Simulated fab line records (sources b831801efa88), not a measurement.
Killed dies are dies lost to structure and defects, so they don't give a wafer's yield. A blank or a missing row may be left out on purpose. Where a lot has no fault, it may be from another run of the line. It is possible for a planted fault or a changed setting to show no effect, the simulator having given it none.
Chamber matching :: flow sky130 :: 4 sister chambers for SKY_PASSIVATION_ETCH_11 on rieDiel-01
The step etches the open film in CF4/O2, stops on AlCu, target depth 725 nm, time 161.1 s. 16 wafers are shown with their chamber, then 8 later ones without.

== WAFERS, EACH WITH ITS CHAMBER ==
wafer: L078.1
chamber: 1
drypumpMotorCurrentA (A): 6.0
oesProductAu (a.u.): 0.975
throttleValvePct (%): 5.961

wafer: L078.4
chamber: 1
drypumpMotorCurrentA (A): 6.0
oesProductAu (a.u.): 0.976
throttleValvePct (%): 5.954

wafer: L078.6
chamber: 0
drypumpMotorCurrentA (A): 5.6
oesProductAu (a.u.): 0.991
throttleValvePct (%): 5.972

wafer: L083.4
chamber: 3
drypumpMotorCurrentA (A): 5.6
oesProductAu (a.u.): 0.982
throttleValvePct (%): 5.986

wafer: L083.5
chamber: 2
drypumpMotorCurrentA (A): 5.7
oesProductAu (a.u.): 0.986
throttleValvePct (%): 5.966

wafer: L083.6
chamber: 1
drypumpMotorCurrentA (A): 6.0
oesProductAu (a.u.): 0.976
throttleValvePct (%): 5.976

wafer: L084.2
chamber: 0
drypumpMotorCurrentA (A): 5.6
oesProductAu (a.u.): 0.978
throttleValvePct (%): 5.979

wafer: L084.5
chamber: 3
drypumpMotorCurrentA (A): 5.5
oesProductAu (a.u.): 0.987
throttleValvePct (%): 5.980

wafer: L084.6
chamber: 2
drypumpMotorCurrentA (A): 5.7
oesProductAu (a.u.): 0.988
throttleValvePct (%): 5.965

wafer: L089.1
chamber: 0
drypumpMotorCurrentA (A): 5.6
oesProductAu (a.u.): 0.975
throttleValvePct (%): 5.949

wafer: L089.2
chamber: 3
drypumpMotorCurrentA (A): 5.6
oesProductAu (a.u.): 0.975
throttleValvePct (%): 5.962

wafer: L089.4
chamber: 1
drypumpMotorCurrentA (A): 6.0
oesProductAu (a.u.): 0.981
throttleValvePct (%): 5.953

wafer: L091.1
chamber: 1
drypumpMotorCurrentA (A): 6.0
oesProductAu (a.u.): 0.978
throttleValvePct (%): 5.936

wafer: L091.2
chamber: 0
drypumpMotorCurrentA (A): 5.6
oesProductAu (a.u.): 0.979
throttleValvePct (%): 5.973

wafer: L091.3
chamber: 3
drypumpMotorCurrentA (A): 5.5
oesProductAu (a.u.): 0.973
throttleValvePct (%): 5.951

wafer: L091.4
chamber: 1
drypumpMotorCurrentA (A): 6.0
oesProductAu (a.u.): 0.980
throttleValvePct (%): 5.973

SIGNATURES (means of the wafers above)
reading: drypumpMotorCurrentA
chamber 0: 5.600
chamber 1: 6.000
chamber 2: 5.700
chamber 3: 5.550
scatter within a chamber: 0.0289

reading: oesProductAu
chamber 0: 0.98075
chamber 1: 0.97767
chamber 2: 0.98700
chamber 3: 0.97925
scatter within a chamber: 0.00504

reading: throttleValvePct
chamber 0: 5.96825
chamber 1: 5.95883
chamber 2: 5.96550
chamber 3: 5.96975
scatter within a chamber: 0.0141
Rule: for a wafer and a chamber, the distance is found by dividing, reading by reading, the gap between the wafer's reading and the chamber's mean by the reading's scatter, squaring, summing and taking the root. The wafer belongs to the nearest chamber; if the next one is less than 2 further off, it can't be placed. The scatter: take each reading less its chamber's mean, square it, sum over the shown wafers, divide by the number of wafers less the number of chambers, and take the root.

== WAFERS WITHOUT THEIR CHAMBER ==
wafer: L091.5
drypumpMotorCurrentA (A): 5.5
oesProductAu (a.u.): 0.977
throttleValvePct (%): 5.967

wafer: L091.6
drypumpMotorCurrentA (A): 5.6
oesProductAu (a.u.): 0.960
throttleValvePct (%): 5.964

wafer: L094.1
drypumpMotorCurrentA (A): 5.6
oesProductAu (a.u.): 0.971
throttleValvePct (%): 5.944

wafer: L094.3
drypumpMotorCurrentA (A): 6.0
oesProductAu (a.u.): 0.985
throttleValvePct (%): 5.978

wafer: L094.5
drypumpMotorCurrentA (A): 5.6
oesProductAu (a.u.): 0.988
throttleValvePct (%): 5.971

wafer: L097.1
drypumpMotorCurrentA (A): 5.6
oesProductAu (a.u.): 0.981
throttleValvePct (%): 5.959

wafer: L097.3
drypumpMotorCurrentA (A): 5.7
oesProductAu (a.u.): 0.973
throttleValvePct (%): 5.969

wafer: L097.4
drypumpMotorCurrentA (A): 6.0
oesProductAu (a.u.): 0.978
throttleValvePct (%): 5.967

== WHICH CHAMBER EACH ONE RAN IN ==
wafer: L091.5
from the rows above: can't be placed: 3 or 0
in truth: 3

wafer: L091.6
from the rows above: can't be placed: 0 or 3
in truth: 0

wafer: L094.1
from the rows above: can't be placed: 0 or 3
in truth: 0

wafer: L094.3
from the rows above: 1
in truth: 1

wafer: L094.5
from the rows above: can't be placed: 0 or 3
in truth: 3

wafer: L097.1
from the rows above: can't be placed: 0 or 3
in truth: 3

wafer: L097.3
from the rows above: can't be placed: 2 or 0
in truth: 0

wafer: L097.4
from the rows above: 1
in truth: 1
Placed correctly: 2 of 8. Unplaceable from these rows: 6, with the true chamber sitting among the candidates in 6. Wrongly placed: 0.
